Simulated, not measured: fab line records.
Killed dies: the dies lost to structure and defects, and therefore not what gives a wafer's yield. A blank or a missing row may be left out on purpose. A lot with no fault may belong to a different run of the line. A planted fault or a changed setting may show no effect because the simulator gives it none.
Which tool did it? / flow gf180mcu / Sampling: 13 lots, 39 wafers, 4 of 602 route steps

WHAT EACH GAUGE READ, for each wafer
GF_CONTACT_RS_MEAS_25: the measuring method here is four-point-probe.
lot=L331; measured=day 16 08:12; on=film metro-01; CONTACT_W_RS (ohm/sq)=0.380 0.378 0.381
lot=L334; measured=day 17 20:27; on=film metro-03; CONTACT_W_RS (ohm/sq)=0.377 0.382 0.384
lot=L333; measured=day 18 01:30; on=film metro-04; CONTACT_W_RS (ohm/sq)=0.378 0.378 0.376
lot=L336; measured=day 18 13:42; on=film metro-04; CONTACT_W_RS (ohm/sq)=0.384 0.390 0.387
lot=L337; measured=day 19 03:50; on=film metro-03; CONTACT_W_RS (ohm/sq)=0.382 0.387 0.390
lot=L338; measured=day 20 02:24; on=film metro-01; CONTACT_W_RS (ohm/sq)=0.377 0.384 0.379
lot=L343; measured=day 21 05:13; on=film metro-03; CONTACT_W_RS (ohm/sq)=0.385 0.381 0.382
lot=L344; measured=day 21 09:05; on=film metro-03; CONTACT_W_RS (ohm/sq)=0.381 0.382 0.379
lot=L345; measured=day 21 18:07; on=film metro-01; CONTACT_W_RS (ohm/sq)=0.383 0.382 0.386
lot=L346; measured=day 22 04:25; on=film metro-03; CONTACT_W_RS (ohm/sq)=0.388 0.385 0.387
lot=L347; measured=day 22 14:17; on=film metro-01; CONTACT_W_RS (ohm/sq)=0.377 0.384 0.377
lot=L353; measured=day 24 12:10; on=film metro-03; CONTACT_W_RS (ohm/sq)=0.378 0.387 0.377
lot=L354; measured=day 24 18:24; on=film metro-04; CONTACT_W_RS (ohm/sq)=0.379 0.380 0.378

GF_M3_RS_MEAS_05: the measuring method here is four-point-probe.
lot=L331; measured=day 20 14:46; on=film metro-03; M3_ALCU_RS (ohm/sq)=0.0710 0.0705 0.0702
lot=L334; measured=day 22 05:06; on=film metro-02; M3_ALCU_RS (ohm/sq)=0.0701 0.0695 0.0698
lot=L333; measured=day 22 09:49; on=film metro-02; M3_ALCU_RS (ohm/sq)=0.0707 0.0704 0.0707
lot=L336; measured=day 22 20:39; on=film metro-02; M3_ALCU_RS (ohm/sq)=0.0701 0.0698 0.0693
lot=L337; measured=day 23 11:41; on=film metro-02; M3_ALCU_RS (ohm/sq)=0.0704 0.0709 0.0709
lot=L338; measured=day 24 08:47; on=film metro-04; M3_ALCU_RS (ohm/sq)=0.0710 0.0696 0.0698
lot=L343; measured=day 25 08:34; on=film metro-03; M3_ALCU_RS (ohm/sq)=0.0688 0.0697 0.0698
lot=L344; measured=day 25 12:37; on=film metro-03; M3_ALCU_RS (ohm/sq)=0.0709 0.0715 0.0718
lot=L345; measured=day 25 18:51; on=film metro-04; M3_ALCU_RS (ohm/sq)=0.0697 0.0708 0.0706
lot=L346; measured=day 26 05:28; on=film metro-02; M3_ALCU_RS (ohm/sq)=0.0700 0.0702 0.0708
lot=L347; measured=day 26 14:49; on=film metro-03; M3_ALCU_RS (ohm/sq)=0.0703 0.0706 0.0702
lot=L353; measured=day 28 09:24; on=film metro-02; M3_ALCU_RS (ohm/sq)=0.0702 0.0693 0.0696
lot=L354; measured=day 28 14:01; on=film metro-04; M3_ALCU_RS (ohm/sq)=0.0697 0.0703 0.0699

WHICH TOOL RAN EACH LOT (tool, then ch and the chambers of the sampled wafers, then the start)
lot=L331; GF_PSD_STRIP_10=plasma asher-03 ch 0,1, day 14 09:58; GF_V2_ETCH_16=rie diel-01 ch 1,2,3, day 20 13:10
lot=L334; GF_PSD_STRIP_10=plasma asher-03 ch 0,1, day 15 19:40; GF_V2_ETCH_16=rie diel-03 ch 0,1,3, day 22 03:22
lot=L333; GF_PSD_STRIP_10=plasma asher-04 ch 0,1, day 15 23:25; GF_V2_ETCH_16=rie diel-01 ch 2,3, day 22 08:07
lot=L336; GF_PSD_STRIP_10=plasma asher-03 ch 0,1, day 16 11:04; GF_V2_ETCH_16=rie diel-01 ch 2,3, day 22 18:59
lot=L337; GF_PSD_STRIP_10=plasma asher-03 ch 0,1, day 17 01:16; GF_V2_ETCH_16=rie diel-01 ch 0,1,2, day 23 10:07
lot=L338; GF_PSD_STRIP_10=plasma asher-03 ch 0,1, day 17 22:25; GF_V2_ETCH_16=rie diel-02 ch 1,3, day 24 07:13
lot=L343; GF_PSD_STRIP_10=plasma asher-03 ch 0,1, day 19 00:25; GF_V2_ETCH_16=rie diel-01 ch 0,1,2, day 25 06:58
lot=L344; GF_PSD_STRIP_10=plasma asher-04 ch 0,1, day 19 05:20; GF_V2_ETCH_16=rie diel-01 ch 0,1,3, day 25 11:01
lot=L345; GF_PSD_STRIP_10=plasma asher-01 ch 0,1, day 19 14:32; GF_V2_ETCH_16=rie diel-03 ch 0,1,3, day 25 17:13
lot=L346; GF_PSD_STRIP_10=plasma asher-04 ch 0,1, day 20 01:19; GF_V2_ETCH_16=rie diel-03 ch 0,2,3, day 26 03:53
lot=L347; GF_PSD_STRIP_10=plasma asher-03 ch 0,1, day 20 11:01; GF_V2_ETCH_16=rie diel-02 ch 0,1,3, day 26 13:14
lot=L353; GF_PSD_STRIP_10=plasma asher-01 ch 0,1, day 22 11:14; GF_V2_ETCH_16=rie diel-01 ch 1,2,3, day 28 07:47
lot=L354; GF_PSD_STRIP_10=plasma asher-03 ch 0, day 22 18:31; GF_V2_ETCH_16=rie diel-03 ch 0,1,3, day 28 12:22
- GF_PSD_STRIP_10: strips in O2/N2.
- GF_V2_ETCH_16: etches BARC in N2/H2.

WHAT THE TOOLS THEMSELVES READ (means of the sampled wafers that have a number; where no wafer has one, the mark that the record gives instead)
GF_PSD_STRIP_10.
lot=L331; tool=plasma asher-03; drypump motor current A (A)=5.3; heater power w (W)=333; oes product au (a.u.)=0.601; strip time to endpoint s (s)=16.52
lot=L334; tool=plasma asher-03; drypump motor current A (A)=5.6; heater power w (W)=372; oes product au (a.u.)=0.590; strip time to endpoint s (s)=16.50
lot=L333; tool=plasma asher-04; drypump motor current A (A)=5.4; heater power w (W)=383; oes product au (a.u.)=0.592; strip time to endpoint s (s)=16.54
lot=L336; tool=plasma asher-03; drypump motor current A (A)=5.6; heater power w (W)=373; oes product au (a.u.)=0.594; strip time to endpoint s (s)=16.54
lot=L337; tool=plasma asher-03; drypump motor current A (A)=5.2; heater power w (W)=331; oes product au (a.u.)=0.589; strip time to endpoint s (s)=16.56
lot=L338; tool=plasma asher-03; drypump motor current A (A)=5.6; heater power w (W)=371; oes product au (a.u.)=0.592; strip time to endpoint s (s)=16.59
lot=L343; tool=plasma asher-03; drypump motor current A (A)=5.6; heater power w (W)=376; oes product au (a.u.)=0.624; strip time to endpoint s (s)=16.56
lot=L344; tool=plasma asher-04; drypump motor current A (A)=5.3; heater power w (W)=363; oes product au (a.u.)=0.592; strip time to endpoint s (s)=16.55
lot=L345; tool=plasma asher-01; drypump motor current A (A)=5.8; heater power w (W)=340; oes product au (a.u.)=0.587; strip time to endpoint s (s)=16.55
lot=L346; tool=plasma asher-04; drypump motor current A (A)=5.4; heater power w (W)=378; oes product au (a.u.)=0.586; strip time to endpoint s (s)=16.53
lot=L347; tool=plasma asher-03; drypump motor current A (A)=5.6; heater power w (W)=372; oes product au (a.u.)=0.628; strip time to endpoint s (s)=16.61
lot=L353; tool=plasma asher-01; drypump motor current A (A)=5.8; heater power w (W)=341; oes product au (a.u.)=0.592; strip time to endpoint s (s)=16.53
lot=L354; tool=plasma asher-03; drypump motor current A (A)=6.0; heater power w (W)=407; oes product au (a.u.)=0.587; strip time to endpoint s (s)=16.48

GF_V2_ETCH_16.
lot=L331; tool=rie diel-01; drypump motor current A (A)=6.2; oes product au (a.u.)=0.853; throttle valve pct (%)=13.224
lot=L334; tool=rie diel-03; drypump motor current A (A)=6.2; oes product au (a.u.)=0.858; throttle valve pct (%)=13.225
lot=L333; tool=rie diel-01; drypump motor current A (A)=6.2; oes product au (a.u.)=0.852; throttle valve pct (%)=13.227
lot=L336; tool=rie diel-01; drypump motor current A (A)=6.3; oes product au (a.u.)=0.854; throttle valve pct (%)=13.228
lot=L337; tool=rie diel-01; drypump motor current A (A)=6.0; oes product au (a.u.)=0.854; throttle valve pct (%)=13.228
lot=L338; tool=rie diel-02; drypump motor current A (A)=5.3; oes product au (a.u.)=0.859; throttle valve pct (%)=13.226
lot=L343; tool=rie diel-01; drypump motor current A (A)=6.0; oes product au (a.u.)=0.857; throttle valve pct (%)=13.227
lot=L344; tool=rie diel-01; drypump motor current A (A)=6.0; oes product au (a.u.)=0.850; throttle valve pct (%)=13.229
lot=L345; tool=rie diel-03; drypump motor current A (A)=6.1; oes product au (a.u.)=0.854; throttle valve pct (%)=13.221
lot=L346; tool=rie diel-03; drypump motor current A (A)=6.0; oes product au (a.u.)=0.858; throttle valve pct (%)=13.234
lot=L347; tool=rie diel-02; drypump motor current A (A)=5.6; oes product au (a.u.)=0.850; throttle valve pct (%)=13.225
lot=L353; tool=rie diel-01; drypump motor current A (A)=6.3; oes product au (a.u.)=0.856; throttle valve pct (%)=13.227
lot=L354; tool=rie diel-03; drypump motor current A (A)=6.1; oes product au (a.u.)=0.859; throttle valve pct (%)=13.226

THE ANSWER, worked out from the rows above alone
Rule: the lots themselves supply what counts as usual. The widest of any qualifying gaps counts: lots, ordered by their means at a reading, are off when they make up no more than a third of the lots, leave a main group of 4 or more, and stand apart from it by 3 or more times the standard deviation of that group's means. A main group whose means are all the same, to the digits that the tables above print for the reading, isn't used. Also off: a lot with no number at a reading for which 4 or more lots have one. Where the step has rows for the other lots, those lots are counted as sound. First the gauges in route order, then the tools' own readings, where a lot's mean is used as printed above. At the first step where some lot is off, the reading lying furthest off is the one used; lots without a number count as furthest.
Off: L343, L347 (GF_PSD_STRIP_10, oes product au). Main group: mean 0.591 a.u., sd 0.004.
A tool fits if, at that step or a process step before it, it ran every lot that is off, and no sound lot after the first of them. No candidate that was tried fits.

WHAT WAS PUT IN BY THE SIMULATOR
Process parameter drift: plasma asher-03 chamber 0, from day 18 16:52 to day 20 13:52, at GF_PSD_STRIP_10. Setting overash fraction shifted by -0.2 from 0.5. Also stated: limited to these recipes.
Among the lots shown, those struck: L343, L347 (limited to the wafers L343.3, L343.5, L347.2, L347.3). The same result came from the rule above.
